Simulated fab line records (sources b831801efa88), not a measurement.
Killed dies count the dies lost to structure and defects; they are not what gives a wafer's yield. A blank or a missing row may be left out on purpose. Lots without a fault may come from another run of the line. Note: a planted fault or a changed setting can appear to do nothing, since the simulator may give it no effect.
One fault seen from 2 desks ; flow sky130 ; each desk has only its own numbers; what lay behind them comes last

DESK OF THE TOOL OWNER: implanter-02
SKY_VT_ADJUST_PCH_IMPLANT_08, tool's own readings: per-lot mean of the sampled wafers with a number, covering each lot this tool ran. Any lot whose mean is over 4 standard deviations away from the usual mean is out of limits and marked OUT; that distance is given in the brackets.
Columns: A = end_station_pressure_torr at SKY_VT_ADJUST_PCH_IMPLANT_08, usual 5.02e-06 Torr
lot;first seen here;A
L938;day 10 07:55;4.90e-06
L940;day 11 07:04;5.00e-06
L941;day 11 15:55;4.74e-06
L952;day 15 01:30;5.11e-06
L953;day 15 09:50;5.27e-06
This desk found nothing out of limits on any of the 5 lots.

FROM THE METROLOGY DESK
Lot by lot, what the gauges showed, no matter which tool ran the lot: averages of those sampled wafers that carry a number. Any lot whose mean is over 4 standard deviations away from the usual mean is out of limits and marked OUT; that distance is given in the brackets.
Columns: A = cd_nm at SKY_VT_ADJUST_NCORE_CD_MEAS_07, usual 380.1 nm; B = VT_ADJUST_PCH_TW at SKY_VT_ADJUST_PCH_TW_MEAS_10, usual 143.5
lot;first seen here;A;B
L938;day 8 09:52;383.0;143.0
L939;day 9 00:21;380.3;143.1
L940;day 9 09:07;382.4;143.2
L941;day 9 18:19;379.8;143.0
L942;day 10 17:41;382.9;142.2
L944;day 10 18:55;379.8;143.1
L950;day 12 07:56;380.9;143.9
L952;day 12 21:30;378.6;142.8
L953;day 13 04:39;379.2;142.3
L958;day 14 17:22;377.2;143.6
L960;day 15 06:16;378.8;144.6
L961;day 15 13:56;377.8;143.8
This desk found nothing out of limits on any of the 12 lots.

PUT TOGETHER
Nothing out of limits was seen by the tool owner's desk.
At the metrology desk, nothing out of limits was observed.

WHAT THE SIMULATOR HAD INSERTED
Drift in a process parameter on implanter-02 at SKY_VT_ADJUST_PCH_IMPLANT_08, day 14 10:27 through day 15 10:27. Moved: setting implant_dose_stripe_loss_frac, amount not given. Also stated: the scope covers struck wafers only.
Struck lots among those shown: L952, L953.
